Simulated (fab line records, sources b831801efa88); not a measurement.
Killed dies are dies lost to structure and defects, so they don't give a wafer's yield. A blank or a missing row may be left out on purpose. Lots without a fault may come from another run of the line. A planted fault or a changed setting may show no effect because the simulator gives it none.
fab line records | flow sky130
record lots=11 wafers=30 last_day=50
route steps=708 shown METAL2@488 METAL4@631 PAD_OPEN@708
lots that met no fault: from a run of the same line without faults
start_h: hours from the record's first day to the start of the lot's first wafer shown | wait_h: hours since the lot's step before | " the same as in the row above | L1.1+2: a row that stands for several wafers | - no value, or no start given | * or withheld: withheld | < > ~ a bound
route shown NAME@n: a module of which the file shows steps, and the number in the route of the first | usual: mean/standard deviation of fault-free wafers | same: alike in all rows | chamber/n: place in a boat | sites: the reading at each site | _std_site: their standard deviation | _edge_site: outer sites' mean less inner sites' | radius_mm: how far each site lies from the wafer's centre | mask NAME#n: copy n | behind: the tool/chamber that last shaped the wafer | hold: why the lot was held/for how many hours/how that ended | device: the transistor (n, p or np) that didn't switch | end of line: the same wafers' tests at the end of the route | a step without rows: its recipe alone | killed: dies lost to structure and defects at the first sort, not the wafer's yield | map: a wafer's dies, x killed, . not, _ none there
set.NAME: the setting as run; set.NAME@STEP: as run at that earlier step | model.NAME: the simulator's own value behind a step, which no gauge read
steps of the route over a sample of lots; a table a step, a row a wafer
services: from which hour (start_h, from the record's first day; less than 0 if before it) a tool's chamber was out of use, for how many hours, and why
## steps
# step SKY_METAL2_RS_MEAS_05
# recipe thk_meas_gauge=four-point-probe reads=TiN_of_METAL2_SPUTTER_04+Ti_of_METAL2_SPUTTER_03+AlCu_of_METAL2_SPUTTER_02+TiN_of_METAL2_SPUTTER_01+Ti_of_METAL2_SPUTTER_00
# usual METAL2_ALCU_RS=0.1265/0.0014
# columns lot.wafer tool chamber start_h wait_h METAL2_ALCU_RS[ohm/sq]
L437.1 film_metro-04 - 793.19 0.0 0.1245
L437.2 " - " " 0.1240
L437.5 " - " " 0.1255
L439.3 film_metro-03 - 804.06 0.1 0.1278
L439.5 " - " " 0.1292
L439.6 " - " " 0.1263
L440.3 film_metro-04 - 817.57 0.1 0.1284
L440.4 " - " " 0.1268
L440.5 " - " " 0.1265
L441.1 film_metro-02 - 830.03 0.0 0.1237
L441.2 " - " " 0.1264
L441.5 " - " " 0.1243
L444.1 film_metro-02 - 847.85 0.0 0.1259
L444.5 " - " " 0.1259
L444.6 " - " " 0.1266
L447.4 film_metro-03 - 873.22 0.1 0.1264
L447.5 " - " " 0.1269
L447.6 " - " " 0.1270
L448.3 film_metro-04 - 886.89 0.1 0.1236
L448.4 " - " " 0.1251
L450.2 film_metro-02 - 898.98 0.0 0.1264
L450.3 " - " " 0.1275
L452.1 film_metro-04 - 911.12 0.0 0.1273
L452.2 " - " " 0.1287
L457.2 film_metro-04 - 945.72 0.0 0.1271
L457.4 " - " " 0.1258
L457.6 " - " " 0.1258
L460.1 film_metro-04 - 965.48 0.0 0.1266
L460.4 " - " " 0.1263
L460.5 " - " " 0.1270
# step SKY_METAL2_STRIP_20
# recipe chemistry=O2/N2 power_w=1400 pressure_mtorr=1500 platen_temp_c=withheld o2_flow_sccm=3000 n2_flow_sccm=300 overash_fraction=0.5
# usual drypump_motor_current_A=5.8/0.31 oes_product_au=0.342/0.005 strip_time_to_endpoint_s=2.68/0.031
# same overash_fraction=0.5
# columns lot.wafer tool chamber start_h wait_h drypump_motor_current_A oes_product_au rf_hours_counter_h strip_time_to_endpoint_s
L437.1 plasma_asher-02 0 820.45 0.1 5.7 0.345 99 2.70
L437.2 " 1 " " 5.8 0.338 99 2.68
L437.5 " 0 " " 5.7 0.339 - 2.68
L439.3 plasma_asher-04 0 830.64 0.1 5.9 0.339 - 2.73
L439.5 " 0 " " 5.9 0.346 - 2.72
L439.6 " 1 " " 6.3 0.344 - 2.70
L440.3 plasma_asher-02 0 843.69 0.1 5.7 0.348 - 2.68
L440.4 " 1 " " 5.8 0.344 - 2.64
L440.5 " 0 " " 5.7 0.343 - 2.65
L441.1 plasma_asher-04 1 855.80 0.1 6.2 0.346 43 2.66
L441.2 " 0 " " 5.9 0.337 43 2.71
L441.5 " 0 " " 5.8 0.343 - 2.71
L444.1 plasma_asher-04 0 874.55 0.1 5.8 0.339 45 2.69
L444.5 " 1 " " 6.2 0.343 - 2.64
L444.6 " 0 " " 5.9 0.339 - 2.70
L447.4 plasma_asher-01 0 899.59 0.1 5.1 0.343 - 2.65
L447.5 " 0 " " 5.1 0.340 - 2.60
L447.6 " 1 " " 5.4 0.336 - 2.63
L448.3 plasma_asher-02 1 913.48 0.1 5.8 0.345 - 2.69
L448.4 " 0 " " 5.7 0.350 - 2.73
L450.2 plasma_asher-01 1 925.10 0.1 5.4 0.343 19 2.65
L450.3 " 0 " " 5.1 0.334 - 2.63
L452.1 plasma_asher-01 0 936.13 0.1 5.1 0.337 20 2.64
L452.2 " 1 " " 5.4 0.350 20 2.69
L457.2 plasma_asher-04 1 970.38 0.1 6.2 0.335 55 2.68
L457.4 " 1 " " 6.2 0.346 - 2.64
L457.6 " 1 " " 6.2 0.339 - 2.67
L460.1 plasma_asher-01 0 989.63 0.1 5.1 0.347 25 2.67
L460.4 " 0 " " 5.1 0.337 - 2.69
L460.5 " 0 " " 5.1 0.342 - 2.70
# step SKY_METAL4_DESCUM_15
# recipe chemistry=O2 source_power_w=150 bias_power_w=0 pressure_mtorr=10 temp_c=40 time_s=8
# usual drypump_motor_current_A=5.58/0.2 oes_product_au=1.004/0.0076
# columns lot.wafer tool chamber start_h wait_h drypump_motor_current_A oes_product_au rf_hours_counter_h
L437.1 rie_metal-03 1 979.68 0.0 5.61 1.000 4
L437.2 " 0 " " 5.64 0.997 3
L437.5 " 1 " " 5.61 0.993 -
L439.3 rie_metal-02 0 990.49 0.0 5.31 0.988 -
L439.5 " 0 " " 5.28 0.997 -
L439.6 " 1 " " 5.79 1.001 -
L440.3 rie_metal-01 1 999.18 0.0 5.67 1.007 -
L440.4 " 0 " " 5.62 1.009 -
L440.5 " 0 " " 5.62 0.989 -
L441.1 rie_metal-02 0 1012.52 0.0 5.30 1.009 17
L441.2 " 1 " " 5.82 1.030 8
L441.5 " 1 " " 5.81 1.014 -
L444.1 rie_metal-02 0 1025.82 0.0 5.28 1.010 18
L444.5 " 0 " " 5.28 0.999 -
L444.6 " 1 " " 5.80 1.015 -
L447.4 rie_metal-03 0 1048.47 0.0 5.62 1.006 -
L447.5 " 1 " " 5.59 1.002 -
L447.6 " 0 " " 5.60 1.018 -
L448.3 rie_metal-01 1 1061.79 0.0 5.70 1.001 -
L448.4 " 0 " " 5.65 1.005 -
L450.2 rie_metal-02 1 1069.63 0.0 5.84 1.001 13
L450.3 " 1 " " 5.81 1.013 -
L452.1 rie_metal-02 1 1082.07 0.0 5.83 1.009 14
L452.2 " 0 " " 5.27 1.001 23
L457.2 rie_metal-02 0 1109.68 0.0 5.27 1.006 26
L457.4 " 0 " " 5.27 1.009 -
L457.6 " 1 " " 5.78 0.995 -
L460.1 rie_metal-02 0 1125.77 0.0 5.28 1.008 27
L460.4 " 0 " " 5.29 1.000 -
L460.5 " 1 " " 5.83 1.012 -
# step SKY_METAL4_METAL_ETCH_18
# recipe target_depth_a=8450 stop_on=SiO2 over_etch_frac=0.3 time_s=183.1 chemistry=Cl2/BCl3 resist_sidewall_deg=88 pressure_mtorr=10 icp_w=900 bias_w=48.5 Cl2_flow_sccm=60 bcl3_flow_sccm=30
# usual drypump_motor_current_A=5.60/0.16 oes_product_au=0.864/0.0064 over_etch_frac=0.3/0 throttle_valve_pct=22.265/0.0088
# columns lot.wafer tool chamber start_h wait_h drypump_motor_current_A oes_product_au over_etch_frac rf_hours_counter_h throttle_valve_pct
L437.1 rie_metal-02 0 979.82 0.0 5.27 0.868 0.3 15 22.274
L437.2 " 1 " " 5.78 0.858 0.3 6 22.270
L437.5 " 0 " " 5.26 0.864 0.3 - 22.261
L439.3 rie_metal-03 1 990.68 0.1 5.60 0.865 0.3 - 22.270
L439.5 " 0 " " 5.63 0.874 0.3 - 22.290
L439.6 " 1 " " 5.59 0.864 0.3 - 22.261
L440.3 rie_metal-03 0 999.38 0.1 5.66 0.859 0.3 - 22.262
L440.4 " 1 " " 5.62 0.872 0.3 - 22.254
L440.5 " 1 " " 5.64 0.867 0.3 - 22.270
L441.1 rie_metal-03 0 1012.66 0.0 5.62 0.863 0.3 5 22.262
L441.2 " 1 " " 5.56 0.864 0.3 6 22.255
L441.5 " 1 " " 5.58 0.862 0.3 - 22.267
L444.1 rie_metal-03 0 1025.97 0.0 5.64 0.867 0.3 6 22.282
L444.5 " 1 " " 5.63 0.868 0.3 - 22.258
L444.6 " 0 " " 5.64 0.872 0.3 - 22.265
L447.4 rie_metal-01 0 1048.79 0.2 5.64 0.869 0.3 - 22.261
L447.5 " 0 " " 5.62 0.868 0.3 - 22.262
L447.6 " 0 " " 5.64 0.873 0.3 - 22.284
L448.3 rie_metal-03 1 1061.98 0.1 5.62 0.831 0.36119 - 22.272
L448.4 " 0 " " 5.64 0.856 0.3 - 22.264
L450.2 rie_metal-03 0 1069.78 0.0 5.61 0.865 0.3 9 22.277
L450.3 " 0 " " 5.62 0.834 0.36119 - 22.258
L452.1 rie_metal-03 0 1082.22 0.0 5.64 0.831 0.36119 10 22.274
L452.2 " 1 " " 5.63 0.855 0.3 11 22.256
L457.2 rie_metal-02 0 1109.83 0.0 5.30 0.874 0.3 26 22.258
L457.4 " 0 " " 5.30 0.873 0.3 - 22.276
L457.6 " 0 " " 5.29 0.866 0.3 - 22.245
L460.1 rie_metal-01 0 1125.92 0.0 5.63 0.863 0.3 21 22.267
L460.4 " 0 " " 5.63 0.859 0.3 - 22.251
L460.5 " 0 " " 5.64 0.870 0.3 - 22.284
# step SKY_METAL4_STRIP_19
# recipe chemistry=O2/N2 power_w=1400 pressure_mtorr=1500 platen_temp_c=withheld o2_flow_sccm=3000 n2_flow_sccm=300 overash_fraction=0.5
# usual drypump_motor_current_A=5.5/0.5 oes_product_au=0.502/0.0055 strip_time_to_endpoint_s=6.52/0.075
# same overash_fraction=0.5
# columns lot.wafer tool chamber start_h wait_h drypump_motor_current_A oes_product_au rf_hours_counter_h strip_time_to_endpoint_s
L437.1 plasma_asher-01 0 980.00 0.1 5.1 0.507 24 6.62
L437.2 " 1 " " 5.4 0.498 24 6.50
L437.5 " 1 " " 5.5 0.509 - 6.62
L439.3 plasma_asher-03 0 990.84 0.1 5.3 0.505 - 6.57
L439.5 " 0 " " 5.2 0.497 - 6.58
L439.6 " 1 " " 4.9 0.490 - 6.56
L440.3 plasma_asher-01 1 999.53 0.1 5.4 0.505 - 6.54
L440.4 " 0 " " 5.1 0.503 - 6.59
L440.5 " 1 " " 5.5 0.507 - 6.59
L441.1 plasma_asher-04 1 1012.84 0.1 6.3 0.492 59 6.48
L441.2 " 0 " " 5.8 0.500 59 6.48
L441.5 " 1 " " 6.3 0.496 - 6.45
L444.1 plasma_asher-04 1 1026.15 0.1 6.3 0.505 60 6.57
L444.5 " 0 " " 5.9 0.498 - 6.58
L444.6 " 1 " " 6.2 0.499 - 6.60
L447.4 plasma_asher-01 1 1049.00 0.2 5.4 0.496 - 6.47
L447.5 " 1 " " 5.4 0.506 - 6.46
L447.6 " 0 " " 5.1 0.504 - 6.49
L448.3 plasma_asher-03 0 1062.14 0.1 5.3 0.503 - 6.31
L448.4 " 1 " " 4.9 0.497 - 6.43
L450.2 plasma_asher-04 1 1069.95 0.1 6.2 0.494 65 6.52
L450.3 " 1 " " 6.2 0.489 - 6.23
L452.1 plasma_asher-03 0 1082.39 0.1 5.3 0.491 91 6.24
L452.2 " 1 " " 4.9 0.495 91 6.50
L457.2 plasma_asher-03 1 1110.00 0.1 4.9 0.498 94 6.43
L457.4 " 1 " " 4.8 0.504 - 6.50
L457.6 " 0 " " 5.3 0.500 - 6.51
L460.1 plasma_asher-03 0 1126.27 0.3 5.3 0.504 96 6.38
L460.4 " 0 " " 5.3 0.493 - 6.35
L460.5 " 1 " " 4.9 0.500 - 6.35
# step SKY_PAD_OPEN_PROBE_99
# usual defect_limited_yield=82.4/2 killed_at_M0_to_M3=44/6.5 killed_at_M4_up=3.3/1.7 killed_at_contacts=25/5.3 killed_at_front_end=15/5 killed_at_other=0.2/0.47 killed_dies=87/9.9 killed_on_rim=17/3.8 killed_open=47/8 killed_short=39/6.1 sort_bin_3_pad_short=0.9/0.43 sort_bin_5_function=10.4/1.5 sort_bin_6_memory=6.2/1.2 sort_n_pass=405/9.9 sort_yield_pct=82.4/2
# same gross_dies=492 killed_at_back_side=0 sort_bin_4_leakage[%]=0 sort_bin_8_speed[%]=0
# columns lot.wafer tool chamber start_h wait_h defect_limited_yield[%] killed_at_M0_to_M3 killed_at_M4_up killed_at_contacts killed_at_front_end killed_at_other killed_dies killed_on_rim killed_open killed_short sort_bin_3_pad_short[%] sort_bin_5_function[%] sort_bin_6_memory[%] sort_n_pass sort_yield_pct[%]
L448.3 prober-02 - 1147.92 0.2 84.3 40 3 22 12 0 77 18 35 42 1.2 8.9 5.5 415 84.3
L448.4 prober-02 - 1147.97 0.2 81.9 46 3 34 6 0 89 20 53 36 1.0 9.6 7.5 403 81.9
L452.2 prober-02 - 1164.99 0.1 79.9 49 4 21 25 0 99 18 55 44 0.6 10.2 9.3 393 79.9
# killed by level:class
L448.3 METAL1:geometric_particle:short=13 VIA1:geometric_particle:open=8 LI_CONTACT:geometric_particle:short=5 CONTACT:geometric_particle:open=5 VIA2:geometric_particle:open=5 LOCAL_INTERCONNECT:geometric_particle:short=4 VIA3:geometric_particle:short=4 METAL2:geometric_particle:short=3
L448.4 CONTACT:geometric_particle:open=11 VIA1:geometric_particle:open=10 LI_CONTACT:geometric_particle:open=9 VIA2:geometric_particle:open=7 CONTACT:geometric_particle:short=6 VIA3:geometric_particle:open=6 METAL2:geometric_particle:short=6 LOCAL_INTERCONNECT:geometric_particle:short=4
L452.2 VIA1:geometric_particle:open=11 VIA3:geometric_particle:open=10 METAL2:geometric_particle:short=9 CONTACT:geometric_particle:open=8 VIA2:geometric_particle:open=8 FIELD_ISO:geometric_particle:open=6 FIELD_ISO:geometric_particle:short=6 POLY_GATE:geometric_particle:open=4
## services
# columns tool chamber start_h hours kind
rie_metal-02 0 799.55 5.7 repair
rie_metal-02 - 804.40 1.4 pm
rie_metal-03 1 813.24 9.5 repair
rie_metal-02 1 844.53 - clean
rie_metal-02 1 844.53 21.0 scheduled_down
rie_metal-02 1 844.53 21.0 vent_cycle
plasma_asher-04 - 847.45 4.7 repair
plasma_asher-02 - 864.36 2.8 pm
rie_metal-03 1 868.59 - clean
rie_metal-03 1 868.59 16.0 scheduled_down
rie_metal-03 1 868.59 16.0 vent_cycle
plasma_asher-03 - 988.18 1.3 repair
rie_metal-01 0 1010.40 10.6 repair
rie_metal-01 - 1025.95 1.3 repair
rie_metal-01 1 1046.89 4.7 repair
plasma_asher-02 - 1055.25 9.0 pm
rie_metal-01 - 1062.84 54.9 repair
plasma_asher-03 - 1065.66 5.3 pm
rie_metal-01 - 1079.03 13.5 repair
plasma_asher-04 - 1084.97 2.5 repair
plasma_asher-04 - 1100.74 15.4 pm
plasma_asher-02 - 1104.68 3.3 repair
plasma_asher-02 - 1115.64 13.1 repair
rie_metal-03 - 1122.72 2.8 pm
## key
first_sign step=SKY_METAL4_METAL_ETCH_18 reading=over_etch_frac direction=up sigmas=99+ usual=0.3 struck=0.36119
effect step=SKY_METAL4_METAL_ETCH_18 reading=oes_product_au direction=down sigmas=5 usual=0.864 struck=0.832
effect step=SKY_METAL4_STRIP_19 reading=strip_time_to_endpoint_s direction=down sigmas=3.5 usual=* struck=*
met_at SKY_METAL4_METAL_ETCH_18
struck_lots L448,L450,L452
struck_wafers L448.3,L450.3,L452.1
not_acting_at SKY_METAL2_RS_MEAS_05,SKY_METAL2_STRIP_20,SKY_METAL4_DESCUM_15
onset_between 1025.97 1061.98
fault kind=process_parameter_drift tool=rie_metal-03 chamber=- onset_h=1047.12 steps=SKY_METAL4_METAL_ETCH_18 channel=over_etch_frac offset=0.061185 shape=step end_h=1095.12 scope=struck_wafers_only acts_in=these_recipes_only stated=0.3
